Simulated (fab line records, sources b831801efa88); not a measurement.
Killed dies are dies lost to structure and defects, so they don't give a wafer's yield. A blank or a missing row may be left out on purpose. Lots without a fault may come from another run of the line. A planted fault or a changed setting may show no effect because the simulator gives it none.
Which tool did it? | flow gf180mcu | 13 lots, 39 wafers sampled, at 6 steps of a route of 602

WHAT THE GAUGES READ, wafer by wafer
GF_MVSD_OVL_MEAS_07. Usual: MVSD_OVL 0.4 nm, standard deviation 1.2.
lot  | measured     | on         | MVSD_OVL (nm) | flag
L303 | day 4 10:36  | overlay-01 | 1.1 1.2 0.1   |
L304 | day 4 18:42  | overlay-02 | 0.5 -0.5 0.4  |
L307 | day 5 10:19  | overlay-01 | - - -         | OFF
L308 | day 5 16:09  | overlay-01 | 0.8 3.1 0.8   |
L310 | day 6 03:30  | overlay-02 | -0.5 0.1 -0.4 |
L317 | day 7 19:22  | overlay-01 | 0.2 2.4 0.0   |
L318 | day 8 02:41  | overlay-02 | 0.8 1.1 1.5   |
L320 | day 8 13:22  | overlay-02 | -1.1 -0.2 0.8 |
L322 | day 9 00:28  | overlay-02 | 0.4 -0.8 0.7  |
L323 | day 9 06:04  | overlay-02 | 0.8 2.4 1.3   |
L324 | day 9 12:58  | overlay-02 | 0.7 0.8 0.9   |
L325 | day 9 19:18  | overlay-02 | 0.2 0.8 -0.6  |
L326 | day 10 01:07 | overlay-02 | -1.8 0.5 2.0  |

GF_MVSD_TW_MEAS_11. Usual: MVSD_TW 1593, standard deviation 7.6.
lot  | measured     | on            | MVSD_TW        | flag
L303 | day 4 11:02  | film_metro-02 | 1602 1610 1598 |
L304 | day 4 19:08  | film_metro-01 | 1600 1599 1603 |
L307 | day 5 10:46  | film_metro-01 | 30 30 30       | OFF
L308 | day 5 16:35  | film_metro-01 | 1597 1594 1593 |
L310 | day 6 03:56  | film_metro-03 | 1593 1599 1594 |
L317 | day 7 19:49  | film_metro-02 | 1592 1588 1590 |
L318 | day 8 03:07  | film_metro-03 | 1586 1599 1594 |
L320 | day 8 13:47  | film_metro-02 | 1597 1595 1594 |
L322 | day 9 00:55  | film_metro-02 | 1580 1581 1582 |
L323 | day 9 06:31  | film_metro-03 | 1599 1602 1603 |
L324 | day 9 13:25  | film_metro-03 | 1596 1587 1593 |
L325 | day 9 19:44  | film_metro-02 | 1589 1583 1588 |
L326 | day 10 01:32 | film_metro-01 | 1595 1588 1583 |

GF_CONTACT_THK_MEAS_01. Usual: CONTACT_CVD_00_THK 305.3 nm, standard deviation 2.6.
lot  | measured     | on            | CONTACT_CVD_00_THK (nm) | flag
L303 | day 15 02:34 | film_metro-01 | 306.7 302.8 300.1       |
L304 | day 15 14:32 | film_metro-02 | 304.4 306.4 307.9       |
L307 | day 16 19:05 | film_metro-03 | 301.1 301.6 300.8       |
L308 | day 17 02:05 | film_metro-01 | 304.1 301.4 302.8       |
L310 | day 17 22:17 | film_metro-01 | 302.9 306.5 306.6       |
L317 | day 20 08:35 | film_metro-02 | 302.9 303.6 304.0       |
L318 | day 20 14:30 | film_metro-03 | 307.0 305.8 302.1       |
L320 | day 21 11:31 | film_metro-03 | 306.5 306.8 306.3       |
L322 | day 21 20:56 | film_metro-03 | 303.9 305.5 304.3       |
L323 | day 22 07:47 | film_metro-02 | 306.5 302.7 306.3       |
L324 | day 22 17:34 | film_metro-01 | 307.0 303.9 305.4       |
L325 | day 22 23:32 | film_metro-01 | 303.5 309.0 305.3       |
L326 | day 23 09:39 | film_metro-03 | 303.6 304.8 309.5       |

WHICH TOOL RAN EACH LOT (tool, then ch and the chambers of the sampled wafers, then the start)
lot  | GF_NWELL_STRIP_10                   | GF_MVSD_EXPOSE_04                  | GF_MVSD_STRIP_10
L303 | plasma_asher-03 ch 0,1, day 3 07:58 | iline_stepper-01 ch 0, day 4 04:23 | plasma_asher-01 ch 0,1, day 4 10:56
L304 | plasma_asher-01 ch 0,1, day 3 15:33 | iline_stepper-01 ch 0, day 4 12:02 | plasma_asher-02 ch 0,1, day 4 19:02
L307 | plasma_asher-03 ch 0,1, day 4 06:25 | iline_stepper-01 ch 0, day 5 03:47 | plasma_asher-04 ch 0,1, day 5 10:39
L308 | plasma_asher-03 ch 0, day 4 11:18   | iline_stepper-01 ch 0, day 5 09:00 | plasma_asher-01 ch 0,1, day 5 16:29
L310 | plasma_asher-03 ch 0,1, day 4 22:10 | iline_stepper-02 ch 0, day 5 20:38 | plasma_asher-01 ch 0,1, day 6 03:50
L317 | plasma_asher-01 ch 0,1, day 6 12:34 | iline_stepper-02 ch 0, day 7 11:27 | plasma_asher-04 ch 0,1, day 7 19:43
L318 | plasma_asher-03 ch 0,1, day 6 18:52 | iline_stepper-01 ch 0, day 7 18:29 | plasma_asher-02 ch 0,1, day 8 03:01
L320 | plasma_asher-01 ch 0,1, day 7 04:28 | iline_stepper-01 ch 0, day 8 05:15 | plasma_asher-04 ch 0,1, day 8 13:41
L322 | plasma_asher-03 ch 0,1, day 7 14:44 | iline_stepper-02 ch 0, day 8 16:02 | plasma_asher-04 ch 0,1, day 9 00:50
L323 | plasma_asher-01 ch 0,1, day 7 20:35 | iline_stepper-01 ch 0, day 8 21:43 | plasma_asher-01 ch 0,1, day 9 06:25
L324 | plasma_asher-01 ch 0,1, day 8 02:44 | iline_stepper-02 ch 0, day 9 03:44 | plasma_asher-04 ch 0,1, day 9 13:19
L325 | plasma_asher-01 ch 0,1, day 8 08:37 | iline_stepper-02 ch 0, day 9 10:19 | plasma_asher-02 ch 0,1, day 9 19:38
L326 | plasma_asher-04 ch 0,1, day 8 14:38 | iline_stepper-01 ch 0, day 9 17:01 | plasma_asher-04 ch 0,1, day 10 01:26
- GF_NWELL_STRIP_10: strips in O2/N2.
- GF_MVSD_EXPOSE_04: exposes mask MVSD, target cd 1000 nm.
- GF_MVSD_STRIP_10: strips in O2/N2.

WHAT THE TOOLS THEMSELVES READ (means of the sampled wafers that have a number; where no wafer has one, the mark that the record gives instead)
GF_NWELL_STRIP_10. Usual: drypump_motor_current_A 5.8 A, standard deviation 0.37; heater_power_w 304 W, standard deviation 15; oes_product_au 0.723 a.u., standard deviation 0.0045; strip_time_to_endpoint_s 37.06 s, standard deviation 0.11.
lot  | tool            | drypump_motor_current_A (A) | heater_power_w (W) | oes_product_au (a.u.) | strip_time_to_endpoint_s (s) | flag
L303 | plasma_asher-03 | 5.6                         | 315                | 0.723                 | 37.03                        |
L304 | plasma_asher-01 | 6.2                         | 290                | 0.727                 | 37.18                        |
L307 | plasma_asher-03 | 5.8                         | 303                | 0.721                 | 36.85                        |
L308 | plasma_asher-03 | 5.9                         | 296                | 0.724                 | 36.97                        |
L310 | plasma_asher-03 | 5.8                         | 308                | 0.720                 | 37.07                        |
L317 | plasma_asher-01 | 6.1                         | 303                | 0.721                 | 37.01                        |
L318 | plasma_asher-03 | 5.8                         | 299                | 0.725                 | 37.02                        |
L320 | plasma_asher-01 | 6.1                         | 302                | 0.720                 | 37.05                        |
L322 | plasma_asher-03 | 5.8                         | 307                | 0.727                 | 37.27                        |
L323 | plasma_asher-01 | 6.1                         | 303                | 0.722                 | 37.24                        |
L324 | plasma_asher-01 | 6.1                         | 303                | 0.728                 | 36.91                        |
L325 | plasma_asher-01 | 6.2                         | 297                | 0.720                 | 37.18                        |
L326 | plasma_asher-04 | 5.5                         | 302                | 0.724                 | 37.16                        |

GF_MVSD_EXPOSE_04. Usual: reticle_temp_C 22.99 C, standard deviation 0.11.
lot  | tool             | reticle_temp_C (C) | flag
L303 | iline_stepper-01 | 22.89              |
L304 | iline_stepper-01 | 22.94              |
L307 | iline_stepper-01 | 22.98              |
L308 | iline_stepper-01 | 23.03              |
L310 | iline_stepper-02 | 23.05              |
L317 | iline_stepper-02 | 23.01              |
L318 | iline_stepper-01 | 23.16              |
L320 | iline_stepper-01 | 22.83              |
L322 | iline_stepper-02 | 22.96              |
L323 | iline_stepper-01 | 22.93              |
L324 | iline_stepper-02 | 23.14              |
L325 | iline_stepper-02 | 23.01              |
L326 | iline_stepper-01 | 23.14              |

GF_MVSD_STRIP_10. Usual: drypump_motor_current_A 5.7 A, standard deviation 0.46; heater_power_w 298 W, standard deviation 16; oes_product_au 0.723 a.u., standard deviation 0.0043; strip_time_to_endpoint_s 37.04 s, standard deviation 0.098.
lot  | tool            | drypump_motor_current_A (A) | heater_power_w (W) | oes_product_au (a.u.) | strip_time_to_endpoint_s (s) | flag
L303 | plasma_asher-01 | 6.1                         | 303                | 0.720                 | 36.96                        |
L304 | plasma_asher-02 | 5.6                         | 291                | 0.722                 | 36.99                        |
L307 | plasma_asher-04 | 5.2                         | 314                | 0.725                 | 36.97                        |
L308 | plasma_asher-01 | 6.1                         | 298                | 0.723                 | 37.03                        |
L310 | plasma_asher-01 | 6.2                         | 293                | 0.721                 | 36.97                        |
L317 | plasma_asher-04 | 5.2                         | 315                | 0.718                 | 37.16                        |
L318 | plasma_asher-02 | 5.6                         | 286                | 0.719                 | 36.95                        |
L320 | plasma_asher-04 | 5.2                         | 314                | 0.722                 | 37.15                        |
L322 | plasma_asher-04 | 5.5                         | 306                | 0.723                 | 37.09                        |
L323 | plasma_asher-01 | 6.1                         | 295                | 0.725                 | 37.00                        |
L324 | plasma_asher-04 | 5.2                         | 313                | 0.724                 | 37.09                        |
L325 | plasma_asher-02 | 5.6                         | 285                | 0.724                 | 36.99                        |
L326 | plasma_asher-04 | 5.2                         | 317                | 0.725                 | 37.08                        |

THE ANSWER, worked out from the rows above alone
Rule: a lot is off if the mean of its wafers that have a number lies more than 3 standard deviations from the usual mean. A lot without any number at a reading at which 4 lots or more have one is off too. The other lots that the step has rows for count as sound. The gauges are gone through in route order, then the tools' own readings, and for those a lot's mean is taken as printed above. The first step at which some lot is off is used, and at that step the reading that is off furthest; a lot without a number counts as furthest.
Off: L307, at GF_MVSD_OVL_MEAS_07 (MVSD_OVL). Without a number there: L307.
A tool fits if, at a process step before that reading, it ran every lot that is off, and no sound lot after the first of them. The gauges at GF_MVSD_OVL_MEAS_07 aren't tried: what is off there is off at GF_MVSD_TW_MEAS_11 too, on other tools, and a gauge's error can't cause that. None of those tried fits.

WHAT THE SIMULATOR HAD PUT IN
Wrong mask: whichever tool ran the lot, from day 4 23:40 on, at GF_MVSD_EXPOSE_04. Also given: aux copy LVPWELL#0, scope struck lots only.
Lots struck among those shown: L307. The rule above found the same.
